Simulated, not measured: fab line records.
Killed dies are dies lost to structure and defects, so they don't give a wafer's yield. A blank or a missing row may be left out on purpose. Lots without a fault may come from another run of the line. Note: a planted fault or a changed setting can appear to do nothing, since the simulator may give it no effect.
fab line records	flow gf180mcu
record: lots: 7	wafers: 21	lastDay: 34
route steps=602 shown POLY_GATE@173 HV_LDD@176
lots that met no fault: taken from a fault-free run of the same line
startH: the number of hours between the record's first day and the start of the first shown wafer of the lot	waitH: hours from the lot's prior step to this one	" unchanged from the row above	L1.1+2: one row covering several wafers at once	- either no value or no given start	* or withheld: withheld	< > ~ a bound
route shown NAME@n: NAME is a module with steps in the file, n the number in the route of the first one	usual: average and standard deviation across the fault-free wafers	same: alike in all rows	chamber/n: place in a boat	sites: per-site readings	_std_site: the standard deviation of these	_edge_site: inner sites' mean taken away from outer sites' mean	radiusMm: how far each site lies from the wafer's centre	mask NAME#n: copy n	behind: the most recent tool/chamber to have shaped the wafer	hold: why the lot went on hold/how many hours it stayed there/how the hold came to an end	device: names the non-switching transistor (n, p or np)	end of line: the route-end tests of the same wafers	where a step has no rows: the recipe by itself	killed: not the wafer's yield, but the dies lost to structure and defects at the first sort	map: shows each die of a wafer: x if killed, . if not, _ if none is there
set.NAME: the run value of the setting; set.NAME@STEP: its run value at that earlier step	model.NAME: the simulator's own value behind a step, which no gauge read
lots at some steps of the route; a table a step, a row a wafer
services: when a tool's chamber went out of use (startH, in hours from the record's first day, below 0 if earlier), for how many hours, and the reason
== steps ==
step: GF_POLY_GATE_OXIDATION_16
recipe: tempC: 850	ambient: O2	stabiliseS: 600	purgeS: 300	targetThkA: 40	oxTimeS: 899
step: GF_POLY_GATE_THK_MEAS_17
recipe: reads: SiO2_of_POLY_GATE_OXIDATION_16
usual: POLY_GATE_OXIDATION_THK: 3.96/0.088
lot.wafer	tool	chamber	startH	waitH	POLY_GATE_OXIDATION_THK[nm]
L439.1	filmMetro-02	-	213.94	0.0	3.77
L439.3	"	-	"	"	3.80
L439.4	"	-	"	"	3.79
L442.1	filmMetro-01	-	240.54	0.0	3.94
L442.2	"	-	"	"	4.16
L442.5	"	-	"	"	3.98
L450.4	filmMetro-01	-	297.92	0.0	3.93
L450.5	"	-	"	"	3.94
L450.6	"	-	"	"	4.02
L451.1	filmMetro-02	-	305.21	0.0	3.98
L451.4	"	-	"	"	3.93
L451.5	"	-	"	"	4.01
L452.2	filmMetro-02	-	310.95	0.0	3.84
L452.3	"	-	"	"	3.87
L452.6	"	-	"	"	3.84
L453.2	filmMetro-01	-	318.62	0.0	4.03
L453.3	"	-	"	"	3.98
L453.4	"	-	"	"	3.95
L457.2	filmMetro-03	-	345.55	0.0	4.08
L457.4	"	-	"	"	4.11
L457.5	"	-	"	"	4.09
step: GF_POLY_GATE_CD_MEAS_18
usual: cdNm: 279.3/2.2
lot.wafer	tool	chamber	startH	waitH	cdNm
L439.1	cdSem-01	-	214.00	0.1	282.2
L439.3	"	-	"	"	280.3
L439.4	"	-	"	"	280.3
L442.1	cdSem-02	-	240.65	0.1	274.2
L442.2	"	-	"	"	279.8
L442.5	"	-	"	"	280.8
L450.4	cdSem-01	-	298.04	0.1	279.7
L450.5	"	-	"	"	277.3
L450.6	"	-	"	"	277.3
L451.1	cdSem-01	-	305.31	0.1	279.3
L451.4	"	-	"	"	280.4
L451.5	"	-	"	"	278.4
L452.2	cdSem-02	-	311.03	0.1	283.8
L452.3	"	-	"	"	278.6
L452.6	"	-	"	"	280.0
L453.2	cdSem-01	-	318.69	0.1	281.4
L453.3	"	-	"	"	278.7
L453.4	"	-	"	"	276.5
L457.2	cdSem-02	-	345.63	0.1	280.1
L457.4	"	-	"	"	280.6
L457.5	"	-	"	"	279.7
step: GF_HV_LDD_DEHYDRATE_00
recipe: tempC: 200	timeS: 60
step: GF_HV_LDD_HMDS_01
recipe: primeTimeS: 60	primeTempC: 120
step: GF_HV_LDD_COAT_02
recipe: resist: NOVOLAK	spinRpm: 3000	resistThkNm: 1000
step: GF_HV_LDD_SOFTBAKE_03
recipe: tempC: 90	timeS: 60	resist: NOVOLAK
step: GF_HV_LDD_EXPOSE_04
recipe: maskId: Nplus_LV_AREA	targetCdNm: 400	na: 0.6	sourceShape: conventional	sigmaOuter: 0.6	doseMj: 140
step: GF_HV_LDD_PEB_05
recipe: tempC: withheld	timeS: *	resist: NOVOLAK
step: GF_HV_LDD_DEVELOP_06
recipe: developTimeS: 60	devTempC: 23
step: GF_HV_LDD_CD_MEAS_07
recipe: targetCdNm: 400
usual: cdNm: 399.3/2.2
lot.wafer	tool	chamber	startH	waitH	cdNm
L439.1	cdSem-01	-	231.78	0.1	402.0
L439.3	"	-	"	"	402.2
L439.4	"	-	"	"	401.5
L442.1	cdSem-01	-	259.78	0.1	399.8
L442.2	"	-	"	"	399.8
L442.5	"	-	"	"	399.4
L450.4	cdSem-02	-	318.19	0.1	401.6
L450.5	"	-	"	"	399.8
L450.6	"	-	"	"	399.9
L451.1	cdSem-02	-	326.37	0.1	397.7
L451.4	"	-	"	"	395.0
L451.5	"	-	"	"	397.3
L452.2	cdSem-01	-	331.60	0.1	400.6
L452.3	"	-	"	"	400.6
L452.6	"	-	"	"	400.9
L453.2	cdSem-01	-	340.15	0.1	397.5
L453.3	"	-	"	"	396.4
L453.4	"	-	"	"	393.9
L457.2	cdSem-01	-	367.24	0.1	402.4
L457.4	"	-	"	"	402.2
L457.5	"	-	"	"	401.1
step: GF_HV_LDD_OVL_MEAS_08
usual: HV_LDD_OVL: 0.0/1.6
lot.wafer	tool	chamber	startH	waitH	HV_LDD_OVL[nm]
L439.1	overlay-02	-	231.90	0.1	1.6
L439.3	"	-	"	"	-0.1
L439.4	"	-	"	"	2.5
L442.1	overlay-01	-	259.90	0.1	1.7
L442.2	"	-	"	"	1.3
L442.5	"	-	"	"	2.0
L450.4	overlay-01	-	318.27	0.1	0.0
L450.5	"	-	"	"	-0.1
L450.6	"	-	"	"	-0.1
L451.1	overlay-02	-	326.49	0.1	-0.2
L451.4	"	-	"	"	0.0
L451.5	"	-	"	"	-1.5
L452.2	overlay-02	-	331.71	0.1	-2.9
L452.3	"	-	"	"	-0.9
L452.6	"	-	"	"	-0.6
L453.2	overlay-02	-	340.25	0.1	2.6
L453.3	"	-	"	"	1.7
L453.4	"	-	"	"	-0.2
L457.2	overlay-01	-	367.35	0.1	-1.2
L457.4	"	-	"	"	-0.9
L457.5	"	-	"	"	-0.4
step: GF_HV_LDD_IMPLANT_09
recipe: species: As	energyKev: 40	doseCm2: 1e+14	tiltDeg: 7
usual: beamEnergyKeV: 40.005/0.015	beamOnS: 10.01/0.2
lot.wafer	tool	chamber	startH	waitH	beamEnergyKeV	beamOnS
L439.1	implanter-01	0	231.94	0.0	39.999	9.65
L439.3	"	0	"	"	40.022	10.16
L439.4	"	0	"	"	40.011	9.81
L442.1	implanter-03	0	259.93	0.0	40.013	10.34
L442.2	"	0	"	"	39.980	9.96
L442.5	"	0	"	"	40.005	9.85
L450.4	implanter-03	-	318.36	0.1	-	-
L450.5	"	-	"	"	-	-
L450.6	"	-	"	"	-	-
L451.1	implanter-03	-	326.52	0.0	-	-
L451.4	"	-	"	"	-	-
L451.5	"	-	"	"	-	-
L452.2	implanter-01	-	331.76	0.0	-	-
L452.3	"	-	"	"	-	-
L452.6	"	-	"	"	-	-
L453.2	implanter-01	0	340.31	0.0	39.995	9.83
L453.3	"	0	"	"	39.999	9.56
L453.4	"	0	"	"	39.998	10.34
L457.2	implanter-01	0	367.41	0.0	40.013	10.26
L457.4	"	0	"	"	39.994	9.60
L457.5	"	0	"	"	39.995	9.80
step: GF_HV_LDD_STRIP_10
recipe: chemistry: O2/N2	powerW: 1400	pressureMtorr: 1500	platenTempC: 250	o2FlowSccm: 3000	n2FlowSccm: 300	overashFraction: 0.5
usual: drypumpMotorCurrentA: 5.5/0.32	heaterPowerW: 322/37	oesProductAu: 0.716/0.005	platenTempC: 250.01/0.17	stripTimeToEndpointS: 12.64/0.039
lot.wafer	tool	chamber	startH	waitH	drypumpMotorCurrentA	heaterPowerW	oesProductAu	platenTempC	rfHoursCounterH	stripTimeToEndpointS
L439.1	plasmaAsher-02	0	232.09	0.1	5.5	275	0.722	250.03	59	12.66
L439.3	"	1	"	"	5.6	299	0.711	249.95	-	12.66
L439.4	"	0	"	"	5.5	283	0.714	249.78	-	12.65
L442.1	plasmaAsher-02	0	260.08	0.1	5.5	278	0.719	250.29	62	12.64
L442.2	"	1	"	"	5.5	303	0.715	250.16	62	12.62
L442.5	"	1	"	"	5.5	306	0.718	250.25	-	12.63
L450.4	plasmaAsher-02	0	318.47	0.1	5.5	284	0.707	250.20	-	12.59
L450.5	"	1	"	"	5.5	307	0.717	250.28	-	12.60
L450.6	"	0	"	"	5.5	283	0.710	250.13	-	12.58
L451.1	plasmaAsher-02	1	326.67	0.1	5.5	305	0.712	249.95	69	12.61
L451.4	"	1	"	"	5.6	296	0.720	249.97	-	12.64
L451.5	"	0	"	"	5.5	283	0.717	249.90	-	12.64
L452.2	plasmaAsher-02	1	331.89	0.1	5.5	304	0.718	249.88	69	12.56
L452.3	"	1	"	"	5.6	301	0.712	249.85	-	12.60
L452.6	"	0	"	"	5.5	282	0.717	249.88	-	12.58
L453.2	plasmaAsher-04	0	340.43	0.1	5.4	282	0.717	249.88	22	12.61
L453.3	"	1	"	"	4.8	326	0.716	249.77	-	12.62
L453.4	"	0	"	"	5.4	291	0.723	249.65	-	12.66
L457.2	plasmaAsher-01	1	367.53	0.1	6.0	379	0.717	249.83	74	12.68
L457.4	"	1	"	"	6.0	357	0.712	250.06	-	12.65
L457.5	"	0	"	"	5.5	380	0.720	249.43	-	12.61
step: GF_HV_LDD_TW_MEAS_11
usual: HV_LDD_TW: 2417/10
lot.wafer	tool	chamber	startH	waitH	HV_LDD_TW
L439.1	filmMetro-01	-	232.19	0.1	2393
L439.3	"	-	"	"	2412
L439.4	"	-	"	"	2405
L442.1	filmMetro-01	-	260.18	0.1	2413
L442.2	"	-	"	"	2421
L442.5	"	-	"	"	2430
L450.4	filmMetro-04	-	318.57	0.1	30
L450.5	"	-	"	"	30
L450.6	"	-	"	"	30
L451.1	filmMetro-04	-	326.77	0.1	30
L451.4	"	-	"	"	30
L451.5	"	-	"	"	30
L452.2	filmMetro-01	-	332.00	0.1	30
L452.3	"	-	"	"	30
L452.6	"	-	"	"	30
L453.2	filmMetro-03	-	340.54	0.1	2420
L453.3	"	-	"	"	2419
L453.4	"	-	"	"	2420
L457.2	filmMetro-01	-	367.64	0.1	2410
L457.4	"	-	"	"	2411
L457.5	"	-	"	"	2421
step: GF_HV_LDD_DEHYDRATE_12
recipe: tempC: 200	timeS: 60
step: GF_HV_LDD_HMDS_13
recipe: primeTimeS: 60	primeTempC: 120
step: GF_HV_LDD_COAT_14
recipe: resist: NOVOLAK	spinRpm: 3000	resistThkNm: 1000
step: GF_HV_LDD_SOFTBAKE_15
recipe: tempC: 90	timeS: 60	resist: NOVOLAK
step: GF_HV_LDD_EXPOSE_16
recipe: maskId: Pplus_LV_AREA	targetCdNm: 400	na: 0.6	sourceShape: conventional	sigmaOuter: 0.6	doseMj: 140
step: GF_HV_LDD_PEB_17
recipe: tempC: withheld	timeS: *	resist: NOVOLAK
step: GF_HV_LDD_DEVELOP_18
recipe: developTimeS: 60	devTempC: 23
step: GF_HV_LDD_CD_MEAS_19
recipe: targetCdNm: 400
usual: cdNm: 399.6/2.2
lot.wafer	tool	chamber	startH	waitH	cdNm
L439.1	cdSem-02	-	250.48	0.1	397.9
L439.3	"	-	"	"	397.7
L439.4	"	-	"	"	400.0
L442.1	cdSem-01	-	278.93	0.1	397.1
L442.2	"	-	"	"	399.5
L442.5	"	-	"	"	399.6
L450.4	cdSem-02	-	339.58	0.1	399.6
L450.5	"	-	"	"	400.3
L450.6	"	-	"	"	403.0
L451.1	cdSem-01	-	348.08	0.1	399.5
L451.4	"	-	"	"	399.8
L451.5	"	-	"	"	400.3
L452.2	cdSem-01	-	353.95	0.1	400.2
L452.3	"	-	"	"	400.5
L452.6	"	-	"	"	398.5
L453.2	cdSem-01	-	362.49	0.1	400.4
L453.3	"	-	"	"	398.6
L453.4	"	-	"	"	400.2
L457.2	cdSem-02	-	391.20	0.1	399.1
L457.4	"	-	"	"	399.7
L457.5	"	-	"	"	399.6
step: GF_HV_LDD_OVL_MEAS_20
usual: HV_LDD_01_OVL: -0.7/1.8
lot.wafer	tool	chamber	startH	waitH	HV_LDD_01_OVL[nm]
L439.1	overlay-02	-	250.60	0.1	-1.0
L439.3	"	-	"	"	-1.9
L439.4	"	-	"	"	-1.8
L442.1	overlay-02	-	279.05	0.1	-0.6
L442.2	"	-	"	"	-1.1
L442.5	"	-	"	"	-1.8
L450.4	overlay-02	-	339.66	0.1	2.1
L450.5	"	-	"	"	1.3
L450.6	"	-	"	"	2.2
L451.1	overlay-02	-	348.20	0.1	1.2
L451.4	"	-	"	"	-0.9
L451.5	"	-	"	"	0.5
L452.2	overlay-02	-	354.05	0.1	-2.1
L452.3	"	-	"	"	-0.2
L452.6	"	-	"	"	-1.5
L453.2	overlay-01	-	362.59	0.1	-0.3
L453.3	"	-	"	"	-0.7
L453.4	"	-	"	"	-1.5
L457.2	overlay-01	-	391.31	0.1	0.8
L457.4	"	-	"	"	1.8
L457.5	"	-	"	"	0.0
step: GF_HV_LDD_IMPLANT_21
recipe: species: BF2	energyKev: 25	doseCm2: 5e+13	tiltDeg: 7
step: GF_HV_LDD_STRIP_22
recipe: chemistry: O2/N2	powerW: 1400	pressureMtorr: 1500	platenTempC: 250	o2FlowSccm: 3000	n2FlowSccm: 300	overashFraction: 0.5
usual: drypumpMotorCurrentA: 5.5/0.31	heaterPowerW: 327/39	oesProductAu: 0.716/0.0044	platenTempC: 250.01/0.17	stripTimeToEndpointS: 12.63/0.031
lot.wafer	tool	chamber	startH	waitH	drypumpMotorCurrentA	heaterPowerW	oesProductAu	platenTempC	rfHoursCounterH	stripTimeToEndpointS
L439.1	plasmaAsher-02	1	250.78	0.1	5.5	306	0.720	250.00	61	12.62
L439.3	"	1	"	"	5.5	304	0.714	250.14	-	12.64
L439.4	"	0	"	"	5.5	275	0.717	249.99	-	12.61
L442.1	plasmaAsher-01	1	279.23	0.1	5.9	377	0.714	250.00	65	12.65
L442.2	"	0	"	"	5.5	375	0.713	250.08	65	12.63
L442.5	"	1	"	"	6.0	372	0.708	249.77	-	12.66
L450.4	plasmaAsher-02	1	339.86	0.1	5.5	308	0.714	250.17	-	12.64
L450.5	"	0	"	"	5.5	289	0.723	250.02	-	12.69
L450.6	"	1	"	"	5.6	305	0.724	250.35	-	12.65
L451.1	plasmaAsher-02	1	348.38	0.1	5.6	305	0.711	249.78	71	12.62
L451.4	"	1	"	"	5.5	316	0.723	250.16	-	12.60
L451.5	"	1	"	"	5.5	308	0.703	250.14	-	12.62
L452.2	plasmaAsher-01	0	354.23	0.1	5.5	375	0.716	249.86	72	12.66
L452.3	"	1	"	"	5.9	382	0.723	250.35	-	12.62
L452.6	"	1	"	"	6.0	372	0.704	250.44	-	12.64
L453.2	plasmaAsher-01	1	362.77	0.1	5.9	375	0.710	249.81	73	12.62
L453.3	"	1	"	"	6.0	365	0.705	249.77	-	12.65
L453.4	"	0	"	"	5.5	376	0.722	249.75	-	12.62
L457.2	plasmaAsher-02	1	391.49	0.1	5.5	300	0.722	249.88	76	12.64
L457.4	"	0	"	"	5.5	279	0.719	250.15	-	12.59
L457.5	"	1	"	"	5.5	310	0.719	249.86	-	12.67
step: GF_HV_LDD_TW_MEAS_23
usual: HV_LDD_2_TW: 1060/4.9
lot.wafer	tool	chamber	startH	waitH	HV_LDD_2_TW
L439.1	filmMetro-01	-	250.88	0.1	1061
L439.3	"	-	"	"	1058
L439.4	"	-	"	"	1058
L442.1	filmMetro-04	-	279.33	0.1	1053
L442.2	"	-	"	"	1062
L442.5	"	-	"	"	1065
L450.4	filmMetro-04	-	339.95	0.1	1053
L450.5	"	-	"	"	1056
L450.6	"	-	"	"	1057
L451.1	filmMetro-03	-	348.48	0.1	1062
L451.4	"	-	"	"	1061
L451.5	"	-	"	"	1058
L452.2	filmMetro-04	-	354.34	0.1	1060
L452.3	"	-	"	"	1057
L452.6	"	-	"	"	1058
L453.2	filmMetro-04	-	362.88	0.1	1054
L453.3	"	-	"	"	1058
L453.4	"	-	"	"	1056
L457.2	filmMetro-03	-	391.60	0.1	1068
L457.4	"	-	"	"	1067
L457.5	"	-	"	"	1064
step: GF_HV_LDD_DEHYDRATE_24
recipe: tempC: 200	timeS: 60
step: GF_HV_LDD_HMDS_25
recipe: primeTimeS: 60	primeTempC: 120
step: GF_HV_LDD_COAT_26
recipe: resist: NOVOLAK	spinRpm: 3000	resistThkNm: 1000
step: GF_HV_LDD_SOFTBAKE_27
recipe: tempC: 90	timeS: 60	resist: NOVOLAK
step: GF_HV_LDD_EXPOSE_28
recipe: maskId: Nplus_HV_AREA	targetCdNm: 400	na: 0.6	sourceShape: conventional	sigmaOuter: 0.6	doseMj: 140
step: GF_HV_LDD_PEB_29
recipe: tempC: withheld	timeS: *	resist: NOVOLAK
step: GF_HV_LDD_DEVELOP_30
recipe: developTimeS: 60	devTempC: 23
step: GF_HV_LDD_CD_MEAS_31
recipe: targetCdNm: 400
usual: cdNm: 400.5/2.3
lot.wafer	tool	chamber	startH	waitH	cdNm
L439.1	cdSem-02	-	270.38	0.1	397.4
L439.3	"	-	"	"	398.7
L439.4	"	-	"	"	400.1
L442.1	cdSem-01	-	299.63	0.1	402.1
L442.2	"	-	"	"	403.8
L442.5	"	-	"	"	404.5
L450.4	cdSem-01	-	361.49	0.1	401.2
L450.5	"	-	"	"	403.8
L450.6	"	-	"	"	402.8
L451.1	cdSem-01	-	370.57	0.1	400.9
L451.4	"	-	"	"	399.7
L451.5	"	-	"	"	402.0
L452.2	cdSem-02	-	376.10	0.1	401.9
L452.3	"	-	"	"	401.1
L452.6	"	-	"	"	400.1
L453.2	cdSem-02	-	385.50	0.1	405.2
L453.3	"	-	"	"	406.6
L453.4	"	-	"	"	406.0
L457.2	cdSem-02	-	414.95	0.1	402.0
L457.4	"	-	"	"	402.2
L457.5	"	-	"	"	399.4
step: GF_HV_LDD_OVL_MEAS_32
usual: HV_LDD_02_OVL: 0.4/1.2
lot.wafer	tool	chamber	startH	waitH	HV_LDD_02_OVL[nm]
L439.1	overlay-02	-	270.50	0.1	-0.2
L439.3	"	-	"	"	0.8
L439.4	"	-	"	"	0.3
L442.1	overlay-01	-	299.75	0.1	-0.8
L442.2	"	-	"	"	0.1
L442.5	"	-	"	"	-0.5
L450.4	overlay-02	-	361.57	0.1	-0.9
L450.5	"	-	"	"	-0.2
L450.6	"	-	"	"	0.7
L451.1	overlay-01	-	370.69	0.1	1.1
L451.4	"	-	"	"	1.4
L451.5	"	-	"	"	1.8
L452.2	overlay-02	-	376.21	0.1	1.2
L452.3	"	-	"	"	2.5
L452.6	"	-	"	"	0.3
L453.2	overlay-01	-	385.61	0.1	0.6
L453.3	"	-	"	"	1.8
L453.4	"	-	"	"	1.6
L457.2	overlay-01	-	415.06	0.1	2.1
L457.4	"	-	"	"	1.3
L457.5	"	-	"	"	1.5
step: GF_HV_LDD_IMPLANT_33
recipe: species: P	energyKev: 60	doseCm2: 7.5e+12	tiltDeg: 30	rotationDeg: 0
step: GF_HV_LDD_IMPLANT_34
recipe: species: P	energyKev: 60	doseCm2: 7.5e+12	tiltDeg: 30	rotationDeg: 90
step: GF_HV_LDD_IMPLANT_35
recipe: species: P	energyKev: 60	doseCm2: 7.5e+12	tiltDeg: 30	rotationDeg: 180
step: GF_HV_LDD_IMPLANT_36
recipe: species: P	energyKev: 60	doseCm2: 7.5e+12	tiltDeg: 30	rotationDeg: 270
step: GF_HV_LDD_STRIP_37
recipe: chemistry: O2/N2	powerW: 1400	pressureMtorr: 1500	platenTempC: 250	o2FlowSccm: 3000	n2FlowSccm: 300	overashFraction: 0.5
usual: drypumpMotorCurrentA: 5.4/0.32	heaterPowerW: 313/32	oesProductAu: 0.716/0.0048	platenTempC: 250.02/0.19	stripTimeToEndpointS: 12.64/0.032
lot.wafer	tool	chamber	startH	waitH	drypumpMotorCurrentA	heaterPowerW	oesProductAu	platenTempC	rfHoursCounterH	stripTimeToEndpointS
L439.1	plasmaAsher-04	1	271.13	0.1	4.9	326	0.711	250.14	15	12.64
L439.3	"	1	"	"	4.9	318	0.719	250.11	-	12.71
L439.4	"	0	"	"	5.4	296	0.710	250.07	-	12.68
L442.1	plasmaAsher-02	1	300.38	0.1	5.5	314	0.704	250.27	66	12.62
L442.2	"	0	"	"	5.5	280	0.719	249.86	66	12.67
L442.5	"	1	"	"	5.6	302	0.712	250.39	-	12.64
L450.4	plasmaAsher-01	1	362.22	0.1	6.0	369	0.719	249.88	-	12.65
L450.5	"	1	"	"	6.0	366	0.723	250.00	-	12.66
L450.6	"	0	"	"	5.5	376	0.725	249.97	-	12.64
L451.1	plasmaAsher-01	0	371.33	0.1	5.5	381	0.719	250.13	74	12.58
L451.4	"	1	"	"	6.0	378	0.709	249.62	-	12.63
L451.5	"	0	"	"	5.5	379	0.718	250.04	-	12.62
L452.2	plasmaAsher-01	0	376.84	0.1	5.5	383	0.720	249.93	75	12.62
L452.3	"	0	"	"	5.5	386	0.718	250.03	-	12.64
L452.6	"	1	"	"	6.0	364	0.716	249.81	-	12.62
L453.2	plasmaAsher-04	1	386.24	0.1	4.9	325	0.724	249.93	27	12.68
L453.3	"	0	"	"	5.4	296	0.727	250.12	-	12.65
L453.4	"	1	"	"	4.8	327	0.712	250.16	-	12.65
L457.2	plasmaAsher-02	0	415.69	0.1	5.5	282	0.720	250.17	78	12.62
L457.4	"	1	"	"	5.5	309	0.724	249.84	-	12.62
L457.5	"	0	"	"	5.5	277	0.714	250.07	-	12.65
step: GF_HV_LDD_TW_MEAS_38
usual: HV_LDD_3_TW: 1441/6.3
lot.wafer	tool	chamber	startH	waitH	HV_LDD_3_TW
L439.1	filmMetro-04	-	271.23	0.1	1452
L439.3	"	-	"	"	1445
L439.4	"	-	"	"	1448
L442.1	filmMetro-04	-	300.48	0.1	1430
L442.2	"	-	"	"	1439
L442.5	"	-	"	"	1439
L450.4	filmMetro-01	-	362.32	0.1	1435
L450.5	"	-	"	"	1437
L450.6	"	-	"	"	1430
L451.1	filmMetro-03	-	371.43	0.1	1439
L451.4	"	-	"	"	1441
L451.5	"	-	"	"	1431
L452.2	filmMetro-03	-	376.95	0.1	1438
L452.3	"	-	"	"	1433
L452.6	"	-	"	"	1438
L453.2	filmMetro-03	-	386.35	0.1	1445
L453.3	"	-	"	"	1450
L453.4	"	-	"	"	1452
L457.2	filmMetro-01	-	415.80	0.1	1455
L457.4	"	-	"	"	1452
L457.5	"	-	"	"	1447
step: GF_HV_LDD_RS_MEAS_53
recipe: thkMeasGauge: four-point-probe
usual: HV_LDD_RS: 418.3/0.94
lot.wafer	tool	chamber	startH	waitH	HV_LDD_RS[ohm/sq]
L439.1	filmMetro-04	-	291.61	0.1	419.7
L439.3	"	-	"	"	419.0
L439.4	"	-	"	"	418.3
L442.1	filmMetro-01	-	321.00	0.1	417.9
L442.2	"	-	"	"	418.5
L442.5	"	-	"	"	418.2
L450.4	filmMetro-04	-	385.76	0.1	883.8
L450.5	"	-	"	"	883.1
L450.6	"	-	"	"	883.5
L451.1	filmMetro-01	-	394.92	0.1	880.7
L451.4	"	-	"	"	882.1
L451.5	"	-	"	"	880.1
L452.2	filmMetro-01	-	401.18	0.1	880.9
L452.3	"	-	"	"	879.4
L452.6	"	-	"	"	880.5
L453.2	filmMetro-04	-	410.87	0.1	418.9
L453.3	"	-	"	"	420.1
L453.4	"	-	"	"	419.4
L457.2	filmMetro-01	-	441.09	0.1	417.4
L457.4	"	-	"	"	417.3
L457.5	"	-	"	"	418.4
== services ==
tool	chamber	startH	hours	kind
plasmaAsher-02	-	220.19	0.6	repair
plasmaAsher-01	-	221.29	0.4	repair
implanter-01	-	251.67	2.2	repair
implanter-03	-	260.11	16.5	repair
implanter-03	-	264.53	3.4	repair
implanter-01	-	266.80	10.2	pm
implanter-03	-	310.60	1.1	repair
plasmaAsher-04	-	313.01	8.4	repair
plasmaAsher-01	-	325.38	14.6	pm
plasmaAsher-01	-	384.84	4.9	repair
implanter-03	-	388.99	1.7	repair
plasmaAsher-04	-	406.26	3.7	repair
== key ==
firstSign: step: GF_HV_LDD_IMPLANT_09	reading: toolRecord	direction: missing
effect: step: GF_HV_LDD_TW_MEAS_11	reading: HV_LDD_TW	direction: down	sigmas: 99+	usual: 2417	struck: 30
effect: step: GF_HV_LDD_RS_MEAS_53	reading: HV_LDD_RS	direction: up	sigmas: 99+	usual: 418.3	struck: 881.6
metAt GF_HV_LDD_IMPLANT_09
struckWafers L450.4,L450.5,L450.6,L451.1,L451.4,L451.5,L452.2,L452.3,L452.6
laterRowsLeftOut L450.4,L450.5,L450.6,L451.1,L451.4,L451.5,L452.2,L452.3,L452.6
sortLeftOut L450.4,L450.5,L450.6,L451.1,L451.4,L451.5,L452.2,L452.3,L452.6
testerLeftOut L450,L451,L452
onsetBetween 259.93 318.36
fault: kind: skippedStepWhole	tool: implanter-01,implanter-03	chamber: -	onsetH: 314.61	steps: GF_HV_LDD_IMPLANT_09	scope: struckLotsOnly
testerLeftOut: of these lots the tester's yield and bins aren't shown, on N5 and GAA mostly nor the transistor test; their killed dies are dies lost to structure and defects alone, not to doping, threshold or leakage, so they don't give the yield
sortLeftOut: the simulated sort isn't trusted on such a fault, so these wafers' sort isn't shown, and their yield isn't known
laterRowsLeftOut: the simulator's readings of these wafers behind a module that went badly wrong aren't trusted and aren't shown, but for the sort
